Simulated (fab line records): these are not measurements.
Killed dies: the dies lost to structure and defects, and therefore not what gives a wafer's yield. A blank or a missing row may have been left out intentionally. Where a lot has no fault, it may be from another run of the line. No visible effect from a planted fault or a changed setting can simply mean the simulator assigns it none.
2 desks looking at one fault :: flow gf180mcu :: every desk sees just its own numbers, and what lay behind them comes last

## METROLOGY DESK
What the gauges read for every lot (on any tool): the sampled wafers with a number, averaged. A lot is out of limits, marked OUT, if its mean lies more than 4 standard deviations from the usual mean; the brackets give that distance.
Columns: A = CONTACT_CVD_02_THK at GF_CONTACT_THK_MEAS_03, usual 857 nm; B = CONTACT_OVL at GF_CONTACT_OVL_MEAS_15, usual -1 nm
lot: L243
first seen here: day 15 09:00
A: 863
B: -6

lot: L244
first seen here: day 15 11:30
A: 851
B: 2

lot: L245
first seen here: day 15 21:34
A: 858
B: -1

lot: L247
first seen here: day 16 20:14
A: 866
B: 4

lot: L249
first seen here: day 17 18:41
A: 859
B: -5

lot: L250
first seen here: day 17 19:20
A: 847
B: 4

lot: L252
first seen here: day 18 14:43
A: 854
B: -5

lot: L253
first seen here: day 19 06:33
A: 857
B: -0

lot: L254
first seen here: day 19 08:27
A: 870
B: -3

lot: L258
first seen here: day 21 11:34
A: 849
B: 4

lot: L259
first seen here: day 22 02:34
A: 870
B: 9

lot: L260
first seen here: day 22 05:34
A: 870
B: -5

lot: L262
first seen here: day 22 13:21
A: 875
B: -4

lot: L264
first seen here: day 23 02:40
A: 866
B: 1

lot: L265
first seen here: day 23 12:28
A: 841
B: 0
Finding of this desk: none of the 15 lots has anything out of limits.

## AT THE TOOL OWNER'S DESK: rtp-anneal-01
At GF_SALICIDE_RTA_08 (time 30 s), the tool's own readings, given per lot that ran on this tool as the mean of the sampled wafers with a number. A lot is out of limits, marked OUT, if its mean lies more than 4 standard deviations from the usual mean; the brackets give that distance.
Columns: A = lamp-power-pct at GF_SALICIDE_RTA_08, usual 16.1 %; B = wafer_temp_C_max at GF_SALICIDE_RTA_08, usual 803.2
lot: L243
first seen here: day 15 08:44
A: 17.2
B: 803.1

lot: L244
first seen here: day 15 11:14
A: 17.2
B: 803.8

lot: L245
first seen here: day 15 21:17
A: 17.2
B: 802.9

lot: L249
first seen here: day 17 18:25
A: 17.2
B: 803.2

lot: L250
first seen here: day 17 19:04
A: 17.2
B: 802.9

lot: L252
first seen here: day 18 14:26
A: 17.2
B: 803.0

lot: L253
first seen here: day 19 06:17
A: 17.2
B: 803.6

lot: L258
first seen here: day 21 11:18
A: 22.8 (+5.1) OUT
B: 895.1 (+99 or more) OUT

lot: L259
first seen here: day 22 02:17
A: 22.8 (+5.2) OUT
B: 894.4 (+99 or more) OUT

lot: L260
first seen here: day 22 05:18
A: 22.8 (+5.1) OUT
B: 894.4 (+99 or more) OUT
Finding of this desk: L258, L259, L260 out of limits; the first was L258 at day 21 11:18, on lamp-power-pct at GF_SALICIDE_RTA_08. L243, L244, L245, L249, L250, L252, L253: within limits.

## BROUGHT TOGETHER
The tool owner's desk had the chance to raise an alarm at day 21 11:18 on L258, L259, L260.
From the metrology desk's view, nothing was out of limits.
The metrology desk has L258, L259, L260 on record, within its limits.
On rtp-anneal-01, each named lot ran GF_SALICIDE_RTA_08.

## WHAT THE SIMULATOR PUT IN
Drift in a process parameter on rtp-anneal-01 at GF_SALICIDE_RTA_08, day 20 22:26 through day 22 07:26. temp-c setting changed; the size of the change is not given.
Struck lots among those shown: L258, L259, L260.
Delay in hours, fault start to first out-of-limits reading, by desk: the tool owner's desk at 13.
